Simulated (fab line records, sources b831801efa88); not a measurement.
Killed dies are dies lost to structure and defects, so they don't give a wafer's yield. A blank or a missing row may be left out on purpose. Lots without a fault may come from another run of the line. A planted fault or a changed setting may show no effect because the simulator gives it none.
Which tool did it? | flow sky130 | 12 lots, 36 wafers sampled, at 2 steps of a route of 708

WHAT THE GAUGES READ, wafer by wafer
SKY_CAPM_THK_MEAS_04: measures by xrf.
lot  | measured     | on            | CAPM_TIN_THK (nm)
L075 | day 37 01:01 | film_metro-02 | 191.2 191.7 190.6
L077 | day 37 03:55 | film_metro-01 | 185.9 190.9 187.2
L079 | day 37 22:33 | film_metro-02 | 190.0 188.4 188.6
L081 | day 38 13:55 | film_metro-02 | 194.1 189.4 190.5
L083 | day 39 05:20 | film_metro-04 | 191.7 188.6 189.7
L085 | day 39 17:33 | film_metro-04 | 187.8 189.6 189.6
L087 | day 40 12:05 | film_metro-02 | 193.9 191.4 191.7
L089 | day 40 19:20 | film_metro-04 | 186.2 186.6 186.3
L091 | day 41 09:25 | film_metro-02 | 196.2 192.1 191.3
L093 | day 42 07:15 | film_metro-01 | 190.2 189.9 188.9
L095 | day 43 05:55 | film_metro-01 | 186.7 187.1 187.7
L097 | day 43 20:54 | film_metro-02 | 190.5 187.6 188.5

WHICH TOOL RAN EACH LOT (tool, then ch and the chambers of the sampled wafers, then the start)
lot  | SKY_METAL3_SPUTTER_02
L075 | pvd_sputter-02, day 37 00:35
L077 | pvd_sputter-04, day 37 03:29
L079 | pvd_sputter-02, day 37 22:07
L081 | pvd_sputter-02, day 38 13:31
L083 | pvd_sputter-01, day 39 04:55
L085 | pvd_sputter-02, day 39 17:06
L087 | pvd_sputter-01, day 40 11:40
L089 | pvd_sputter-01, day 40 18:55
L091 | pvd_sputter-02, day 41 09:00
L093 | pvd_sputter-01, day 42 06:48
L095 | pvd_sputter-01, day 43 05:30
L097 | pvd_sputter-01, day 43 20:28
- SKY_METAL3_SPUTTER_02: material AlCu, target thk 735 nm, time 39.1 s.

THE ANSWER, worked out from the rows above alone
Rule: what is usual is taken from the lots themselves. Put in order of their means at a reading, lots are off if they are a third of the lots or fewer, leave a main group of 4 or more, and stand apart from it by a gap of 3 or more times the standard deviation of the main group's means; of several such gaps the widest counts. A main group whose means are all the same, to the digits that the tables above print for the reading, isn't used. A lot without any number at a reading at which 4 lots or more have one is off too. The other lots that the step has rows for count as sound.
No lot is off at any reading shown: from this, nothing can be told.

WHAT THE SIMULATOR HAD PUT IN
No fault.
